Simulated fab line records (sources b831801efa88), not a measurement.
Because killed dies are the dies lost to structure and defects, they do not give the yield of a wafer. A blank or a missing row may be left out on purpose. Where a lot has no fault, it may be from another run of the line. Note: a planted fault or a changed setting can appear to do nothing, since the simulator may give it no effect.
fab line records	flow sky130
[record] lots = 6	wafers = 16	last-day = 50
route steps=708 shown CONTACT@421 METAL1@434 PAD_OPEN@708
lots with no fault: from the same line, run without faults
start-h: start of the lot's first displayed wafer, in hours after the record's first day	wait-h: how many hours have passed since the lot's step before this one	" identical to the entry in the row above	L1.1+2: one row covering several wafers at once	- no value present, or no start provided	* or withheld: withheld	< > ~ a bound
route shown NAME@n: a module of which the file shows steps, and the number in the route of the first	usual: mean/standard deviation taken from wafers without a fault	same: alike in all rows	chamber/n: place in a boat	sites: the reading at each site	_std_site: the standard deviation of these	_edge_site: mean of outer sites minus mean of inner sites	radius-mm: how far each site lies from the wafer's centre	mask NAME#n: copy n	behind: the last tool/chamber to shape the wafer	hold: what put the lot on hold/how long, in hours/how the hold closed	device: the transistor (n, p or np) that didn't switch	end of line: the tests these same wafers got at the end of their route	a step with no rows: only its recipe	killed: dies that structure and defects cost at the first sort, which is not the same as the wafer's yield	map: the dies of a wafer, with x for killed, . for not killed, _ for no die there
set.NAME: setting as actually run; set.NAME@STEP: the setting as run at that earlier step	model.NAME: the simulator's own value behind a step, which no gauge read
lots at some steps of the route; a table a step, a row a wafer
services: the hour from which a tool's chamber was out of use, counted from the record's first day as start-h (under 0 if before that day), plus the number of hours and why
[[steps]]
[step SKY_CONTACT_OVL_MEAS_15]
[usual] CONTACT_OVL = 0/5.5
lot.wafer	tool	chamber	start-h	wait-h	CONTACT_OVL[nm]
L334.1	overlay-02	-	736.08	0.1	1
L334.2	"	-	"	"	-1
L334.3	"	-	"	"	-7
L336.2	overlay-02	-	749.09	0.1	-3
L336.3	"	-	"	"	0
L336.6	"	-	"	"	-4
L345.2	overlay-02	-	822.56	0.1	-6
L345.6	"	-	"	"	2
L346.3	overlay-02	-	835.30	0.1	2
L346.5	"	-	"	"	0
L350.1	overlay-02	-	859.64	0.1	4
L350.3	"	-	"	"	3
L350.5	"	-	"	"	0
L357.3	overlay-01	-	907.50	0.1	-3
L357.5	"	-	"	"	4
L357.6	"	-	"	"	6
[step SKY_CONTACT_ETCH_16]
[recipe] chemistry = N2/H2	target = BARC	ion-energy-ev = 200	source-w = 500	bias-w = 100	pressure-mtorr = 30	n2-flow-sccm = 100	h2-flow-sccm = 200	stop-on = SiO2	time-s = 45.9	target-depth-a = 600
[usual] bias-w = 100.0/0.33	drypump-motor-current-A = 5.7/0.45	h2-flow-sccm = 200.1/0.62	n2-flow-sccm = 100.05/0.29	oes-product-au = 0.855/0.0051	throttle-valve-pct = 13.226/0.0083
lot.wafer	tool	chamber	start-h	wait-h	bias-w	drypump-motor-current-A	h2-flow-sccm	n2-flow-sccm	oes-product-au	rf-hours-counter-h	throttle-valve-pct
L334.1	rie-diel-01	3	736.12	0.0	99.5	6.3	200.1	100.32	0.855	3	13.227
L334.2	"	1	"	"	99.6	5.6	200.5	100.58	0.854	43	13.216
L334.3	"	2	"	"	100.1	5.2	200.3	99.93	0.857	14	13.231
L336.2	rie-diel-04	0	749.12	0.0	100.0	5.6	199.1	99.74	0.856	11	13.232
L336.3	"	2	"	"	100.0	5.6	199.9	99.97	0.854	9	13.220
L336.6	"	1	"	"	99.9	5.2	200.3	100.13	0.847	-	13.222
L345.2	rie-diel-01	3	822.59	0.0	100.1	6.3	200.3	99.76	0.861	5	13.234
L345.6	"	2	"	"	100.0	5.2	200.9	100.03	0.854	-	13.231
L346.3	rie-diel-01	2	835.32	0.0	99.9	5.2	201.7	100.10	0.851	16	13.226
L346.5	"	3	"	"	99.9	6.3	199.6	100.08	0.852	-	13.223
L350.1	rie-diel-04	2	859.67	0.0	99.7	5.6	198.5	99.89	0.861	14	13.235
L350.3	"	0	"	"	99.9	5.6	199.6	99.59	0.853	15	13.212
L350.5	"	2	"	"	100.0	5.6	199.7	99.90	0.850	-	13.225
L357.3	rie-diel-04	2	907.53	0.0	100.3	5.6	199.4	100.11	0.851	15	13.217
L357.5	"	3	"	"	101.1	6.6	199.0	100.03	0.856	-	13.215
L357.6	"	0	"	"	99.5	5.5	200.7	99.49	0.857	-	13.227
[step SKY_CONTACT_ETCH_17]
[recipe] target = SiO2	chemistry = C4F8/O2/Ar	stop-on = Si3N4	mask-material = KrF-thick	source-w = 1500	bias-w = 1200	pressure-mtorr = 40	c4f8-flow-sccm = withheld	O2_flow_sccm = 6	Ar_flow_sccm = 300	time-s = withheld	target-depth-a = 3400
[usual] bias-w = 1201/3.7	oes-product-au = 0.891/0.0045
lot.wafer	tool	chamber	start-h	wait-h	bias-w	oes-product-au
L334.1	rie-diel-01	3	736.16	0.0	1206	0.895
L334.2	"	1	"	"	1199	0.900
L334.3	"	2	"	"	1196	0.892
L336.2	rie-diel-04	0	749.16	0.0	1204	0.894
L336.3	"	2	"	"	1196	0.892
L336.6	"	1	"	"	1203	0.887
L345.2	rie-diel-01	3	822.63	0.0	1200	0.900
L345.6	"	2	"	"	1204	0.883
L346.3	rie-diel-01	2	835.37	0.0	1203	0.889
L346.5	"	3	"	"	1206	0.894
L350.1	rie-diel-04	2	859.71	0.0	1199	0.902
L350.3	"	0	"	"	1204	0.892
L350.5	"	2	"	"	1206	0.897
L357.3	rie-diel-04	2	907.57	0.0	1206	0.884
L357.5	"	3	"	"	1199	0.896
L357.6	"	0	"	"	1197	0.891
[step SKY_CONTACT_ETCH_18]
[recipe] target = Si3N4	chemistry = CHF3/O2	stop-on = TiN	source-w = 600	bias-w = 200	pressure-mtorr = 40	chf3-flow-sccm = 50	O2_flow_sccm = 5	time-s = 39	target-depth-a = 750
[usual] bias-w = 200.0/0.55	drypump-motor-current-A = 5.7/0.45	oes-product-au = 0.855/0.0078	throttle-valve-pct = 8.794/0.0096
lot.wafer	tool	chamber	start-h	wait-h	bias-w	drypump-motor-current-A	oes-product-au	rf-hours-counter-h	throttle-valve-pct
L334.1	rie-diel-01	3	-	-	199.6	6.3	0.841	3	8.800
L334.2	"	1	"	"	199.5	5.7	0.852	43	8.802
L334.3	"	2	"	"	200.1	5.2	0.849	14	8.801
L336.2	rie-diel-04	0	-	-	200.8	5.5	0.856	11	8.791
L336.3	"	2	"	"	199.5	5.6	0.857	9	8.801
L336.6	"	1	"	"	199.4	5.1	0.870	-	8.811
L345.2	rie-diel-01	3	-	-	199.9	6.3	0.858	5	8.784
L345.6	"	2	"	"	200.1	5.2	0.851	-	8.792
L346.3	rie-diel-01	2	-	-	199.4	5.2	0.846	16	8.805
L346.5	"	3	"	"	200.3	6.3	0.865	-	8.794
L350.1	rie-diel-04	2	-	-	199.1	5.6	0.856	14	8.792
L350.3	"	0	"	"	200.1	5.5	0.863	15	8.797
L350.5	"	2	"	"	200.0	5.6	0.860	-	8.787
L357.3	rie-diel-04	2	-	-	200.0	5.6	0.847	15	8.783
L357.5	"	3	"	"	198.9	6.5	0.852	-	8.788
L357.6	"	0	"	"	200.2	5.5	0.862	-	8.800
[step SKY_CONTACT_STRIP_19]
[recipe] chemistry = O2/N2	power-w = 1400	pressure-mtorr = 1500	platen-temp-c = withheld	o2-flow-sccm = 3000	n2-flow-sccm = 300	overash-fraction = 0.5
[step SKY_CONTACT_STRIP_20]
[recipe] chemistry = post-etch-residue-remover	time-s = 1200	temp-c = 72.5
[step SKY_CONTACT_CLEAN_21]
[recipe] chemistry = IPA	time-s = 180	temp-c = 25
[step SKY_CONTACT_CLEAN_22]
[recipe] chemistry = O3/DIW	dry = n2-spin
[step SKY_CONTACT_SPUTTER_23]
[recipe] material = TiN	target-thk-nm = 20	chamber-pressure-pa = 5	power-w = 4000	time-s = 80
[step SKY_CONTACT_CVD_24]
[recipe] material = W	target-thk-nm = 340	time-s = 102.12	temp-c = 400	pressure-torr = 40
[usual] heater-power-w = 866/81
lot.wafer	tool	chamber	start-h	wait-h	heater-power-w
L334.1	cvd-w-01	1	736.91	0.0	966
L334.2	"	0	"	"	888
L334.3	"	0	"	"	885
L336.2	cvd-w-01	0	749.99	0.0	891
L336.3	"	0	"	"	873
L336.6	"	1	"	"	983
L345.2	cvd-w-01	1	823.81	0.0	965
L345.6	"	0	"	"	865
L346.3	cvd-w-02	1	836.18	0.1	891
L346.5	"	0	"	"	761
L350.1	cvd-w-01	1	860.49	0.0	977
L350.3	"	1	"	"	991
L350.5	"	0	"	"	857
L357.3	cvd-w-02	1	908.35	0.1	889
L357.5	"	0	"	"	770
L357.6	"	1	"	"	890
[step SKY_CONTACT_RS_MEAS_25]
[recipe] thk-meas-gauge = four-point-probe	reads = W_of_CONTACT_CVD_24+TiN_of_CONTACT_SPUTTER_23
[usual] CONTACT_W_RS = 0.335/0.007
lot.wafer	tool	chamber	start-h	wait-h	CONTACT_W_RS[ohm/sq]
L334.1	film-metro-01	-	737.02	0.1	0.336
L334.2	"	-	"	"	0.322
L334.3	"	-	"	"	0.325
L336.2	film-metro-02	-	750.12	0.1	0.326
L336.3	"	-	"	"	0.324
L336.6	"	-	"	"	0.340
L345.2	film-metro-02	-	823.94	0.1	0.340
L345.6	"	-	"	"	0.325
L346.3	film-metro-02	-	836.29	0.1	0.339
L346.5	"	-	"	"	0.339
L350.1	film-metro-01	-	860.60	0.1	0.339
L350.3	"	-	"	"	0.343
L350.5	"	-	"	"	0.320
L357.3	film-metro-03	-	908.46	0.1	0.338
L357.5	"	-	"	"	0.337
L357.6	"	-	"	"	0.339
[step SKY_CONTACT_THK_MEAS_26]
[recipe] thk-meas-gauge = xrf	reads = W_of_CONTACT_CVD_24
[usual] CONTACT_W_THK = 336/7.7
lot.wafer	tool	chamber	start-h	wait-h	CONTACT_W_THK[nm]
L334.1	film-metro-01	-	737.14	0.1	336
L334.2	"	-	"	"	351
L334.3	"	-	"	"	348
L336.2	film-metro-02	-	750.23	0.1	344
L336.3	"	-	"	"	342
L336.6	"	-	"	"	328
L345.2	film-metro-02	-	824.05	0.1	337
L345.6	"	-	"	"	351
L346.3	film-metro-02	-	836.39	0.1	335
L346.5	"	-	"	"	337
L350.1	film-metro-01	-	860.72	0.1	333
L350.3	"	-	"	"	327
L350.5	"	-	"	"	350
L357.3	film-metro-03	-	908.56	0.1	336
L357.5	"	-	"	"	337
L357.6	"	-	"	"	336
[step SKY_CONTACT_CMP_27]
[recipe] stop-on = SiO2	t-overpolish-s = 15	down-force-psi = 3.5	platen-rpm = 60	target-thk-nm = 0	pad-velocity-m-s = 0.94248
[usual] motor-current-A = 11.1/0.79	overpolish-run-s = 15.001/0.0094	time-to-endpoint-s = 82/3.2
lot.wafer	tool	chamber	start-h	wait-h	motor-current-A	overpolish-run-s	time-to-endpoint-s
L334.2	cmp-02	0	737.20	0.0	12.2	14.986	88
L334.3	"	2	"	"	11.2	15.022	83
L334.1	"	3	"	"	11.7	15.007	79
L336.2	cmp-01	2	750.33	0.1	11.1	15.018	88
L336.3	"	0	"	"	10.3	14.998	87
L336.6	"	1	"	"	12.0	15.003	86
L345.2	cmp-01	2	824.15	0.1	10.5	0.046	125
L345.6	"	2	"	"	10.5	15.005	86
L346.3	cmp-01	2	836.53	0.1	10.4	14.996	84
L346.5	"	0	"	"	10.4	0.035	125
L350.1	cmp-02	1	860.78	0.1	10.6	15.000	82
L350.3	"	0	"	"	13.0	14.981	82
L350.5	"	1	"	"	10.8	15.000	86
L357.3	cmp-01	2	908.75	0.2	11.1	14.999	78
L357.6	"	3	"	"	11.5	14.999	81
L357.5	"	0	"	"	9.6	14.999	81
[step SKY_METAL1_SPUTTER_00]
[recipe] material = Ti	target-thk-nm = 15	power-w = 3000	time-s = 10	chamber-pressure-pa = 0.4
[usual] throttle-valve-pct = 30.2/0.89
lot.wafer	tool	chamber	start-h	wait-h	throttle-valve-pct
L334.1	pvd-sputter-02	-	737.50	0.1	31.4
L334.2	"	-	"	"	29.7
L334.3	"	-	"	"	30.2
L336.2	pvd-sputter-03	-	750.58	0.2	32.0
L336.3	"	-	"	"	32.2
L336.6	"	-	"	"	32.0
L345.6	pvd-sputter-04	-	824.41	0.0	30.3
L346.3	pvd-sputter-02	-	836.73	0.1	28.9
L350.1	pvd-sputter-04	-	861.08	0.2	30.4
L350.3	"	-	"	"	29.1
L350.5	"	-	"	"	30.2
L357.3	pvd-sputter-04	-	908.90	0.1	30.0
L357.5	"	-	"	"	29.9
L357.6	"	-	"	"	29.9
[step SKY_PAD_OPEN_PROBE_99]
[usual] killed_at_M0_to_M3 = 44/7	killed_at_M4_up = 3.0/1.7	killed-at-contacts = 24/5.2	killed-at-front-end = 15/4.8	killed-at-other = 0.2/0.56	killed-dies = 86/9.7	killed-on-rim = 17/4.1	killed-open = 47/7.1	killed-short = 39/6.3
[same] gross-dies = 492	killed-at-back-side = 0
lot.wafer	tool	chamber	start-h	wait-h	killed_at_M0_to_M3	killed_at_M4_up	killed-at-contacts	killed-at-front-end	killed-at-other	killed-dies	killed-on-rim	killed-open	killed-short
L345.2	prober-01	-	1144.82	0.1	47	0	436	9	0	492	96	42	32
L345.6	prober-01	-	1145.02	0.2	54	2	30	17	0	103	21	61	41
L346.5	prober-02	-	1155.39	0.2	53	2	421	16	0	492	96	52	37
// killed by level:class
L345.2 CONTACT:area-cmp=416 VIA1:geometric-particle:open=15 CONTACT:geometric-particle:open=7 METAL1:geometric-particle:short=5 VIA2:geometric-particle:open=5 VIA2:geometric-particle:short=5 CONTACT:geometric-particle:short=4 LOCAL_INTERCONNECT:geometric-particle:short=4
L345.6 CONTACT:geometric-particle:open=13 VIA1:geometric-particle:open=11 VIA3:geometric-particle:open=11 VIA2:geometric-particle:open=9 CONTACT:geometric-particle:short=7 METAL2:geometric-particle:short=6 POLY_GATE:geometric-particle:open=5 METAL1:geometric-particle:short=5
L346.5 CONTACT:area-cmp=403 VIA1:geometric-particle:open=16 VIA2:geometric-particle:open=9 CONTACT:geometric-particle:open=6 METAL1:geometric-particle:short=6 VIA2:geometric-particle:short=6 VIA1:geometric-particle:short=5 LI_CONTACT:geometric-particle:open=4
// map L345.2 (x killed, . not)
__________xxxxxxxxxx_________
________xxxxxxxxxxxxxx_______
______xxxxxxxxxxxxxxxxxx_____
_____xxxxxxxxxxxxxxxxxxxx____
____xxxxxxxxxxxxxxxxxxxxxx___
___xxxxxxxxxxxxxxxxxxxxxxxx__
__xxxxxxxxxxxxxxxxxxxxxxxxxx_
_xxxxxxxxxxxxxxxxxxxxxxxxxxxx
_xxxxxxxxxxxxxxxxxxxxxxxxxxxx
_xxxxxxxxxxxxxxxxxxxxxxxxxxxx
_xxxxxxxxxxxxxxxxxxxxxxxxxxxx
_xxxxxxxxxxxxxxxxxxxxxxxxxxxx
_xxxxxxxxxxxxxxxxxxxxxxxxxxxx
_xxxxxxxxxxxxxxxxxxxxxxxxxxxx
_xxxxxxxxxxxxxxxxxxxxxxxxxxxx
__xxxxxxxxxxxxxxxxxxxxxxxxxx_
___xxxxxxxxxxxxxxxxxxxxxxxx__
____xxxxxxxxxxxxxxxxxxxxxx___
_____xxxxxxxxxxxxxxxxxxxx____
______xxxxxxxxxxxxxxxxxx_____
________xxxxxxxxxxxxxx_______
__________xxxxxxxxxx_________
// map L346.5 (x killed, . not)
__________xxxxxxxxxx_________
________xxxxxxxxxxxxxx_______
______xxxxxxxxxxxxxxxxxx_____
_____xxxxxxxxxxxxxxxxxxxx____
____xxxxxxxxxxxxxxxxxxxxxx___
___xxxxxxxxxxxxxxxxxxxxxxxx__
__xxxxxxxxxxxxxxxxxxxxxxxxxx_
_xxxxxxxxxxxxxxxxxxxxxxxxxxxx
_xxxxxxxxxxxxxxxxxxxxxxxxxxxx
_xxxxxxxxxxxxxxxxxxxxxxxxxxxx
_xxxxxxxxxxxxxxxxxxxxxxxxxxxx
_xxxxxxxxxxxxxxxxxxxxxxxxxxxx
_xxxxxxxxxxxxxxxxxxxxxxxxxxxx
_xxxxxxxxxxxxxxxxxxxxxxxxxxxx
_xxxxxxxxxxxxxxxxxxxxxxxxxxxx
__xxxxxxxxxxxxxxxxxxxxxxxxxx_
___xxxxxxxxxxxxxxxxxxxxxxxx__
____xxxxxxxxxxxxxxxxxxxxxx___
_____xxxxxxxxxxxxxxxxxxxx____
______xxxxxxxxxxxxxxxxxx_____
________xxxxxxxxxxxxxx_______
__________xxxxxxxxxx_________
[[services]]
tool	chamber	start-h	hours	kind
rie-diel-01	-	725.17	2.8	pm
pvd-sputter-04	-	729.79	3.8	repair
cmp-01	-	744.00	4.0	pm
cmp-01	-	748.00	-	consumable-replace:conditioner
cmp-01	-	748.00	-	consumable-replace:pad
pvd-sputter-04	-	752.41	1.8	repair
pvd-sputter-03	-	753.10	0.8	repair
cvd-w-02	1	754.06	12.7	repair
rie-diel-04	-	756.97	0.8	repair
rie-diel-01	1	757.12	-	clean
rie-diel-01	1	757.12	17.8	scheduled-down
rie-diel-01	1	757.12	17.8	vent-cycle
cmp-01	-	758.75	1.3	repair
rie-diel-04	0	763.82	20.8	repair
pvd-sputter-03	-	773.69	4.9	repair
rie-diel-04	1	845.43	15.9	repair
cvd-w-01	-	865.50	1.5	repair
rie-diel-04	0	879.29	1.7	repair
cvd-w-01	-	887.66	6.9	pm
rie-diel-04	1	903.32	11.7	repair
cvd-w-01	-	904.00	14.0	pm
cvd-w-01	0	904.00	14.0	vent-cycle
cvd-w-01	1	904.00	14.0	vent-cycle
pvd-sputter-04	-	904.16	0.9	repair
[[key]]
[first-sign] step = SKY_CONTACT_CMP_27	reading = overpolish-run-s	direction = down	sigmas = 99+	usual = 15.001	struck = 0.040
[effect] step = SKY_CONTACT_CMP_27	reading = time-to-endpoint-s	direction = up	sigmas = 14	usual = *	struck = *
[effect] step = SKY_PAD_OPEN_PROBE_99	reading = killed-at-contacts	direction = up	sigmas = 78	usual = 24	struck = 428
[more-kills-born-at] SKY_CONTACT_CMP_27@cmp-01 = 819
met-at SKY_CONTACT_CMP_27
struck-wafers L345.2,L346.5
later-rows-left-out L345.2,L346.5
tester-left-out L345,L346
onset-between 750.33 824.15
[fault] kind = process-parameter-drift	tool = cmp-01	chamber = -	onset-h = 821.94	steps = SKY_CONTACT_CMP_27	channel = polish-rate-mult	offset = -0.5	shape = step	end-h = 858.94	scope = struck-wafers-only
// tester-left-out: of these lots the tester's yield and bins aren't shown, on N5 and GAA mostly nor the transistor test; their killed dies are dies lost to structure and defects alone, not to doping, threshold or leakage, so they don't give the yield
// later-rows-left-out: the simulator's readings of these wafers behind a module that went badly wrong aren't trusted and aren't shown, but for the sort
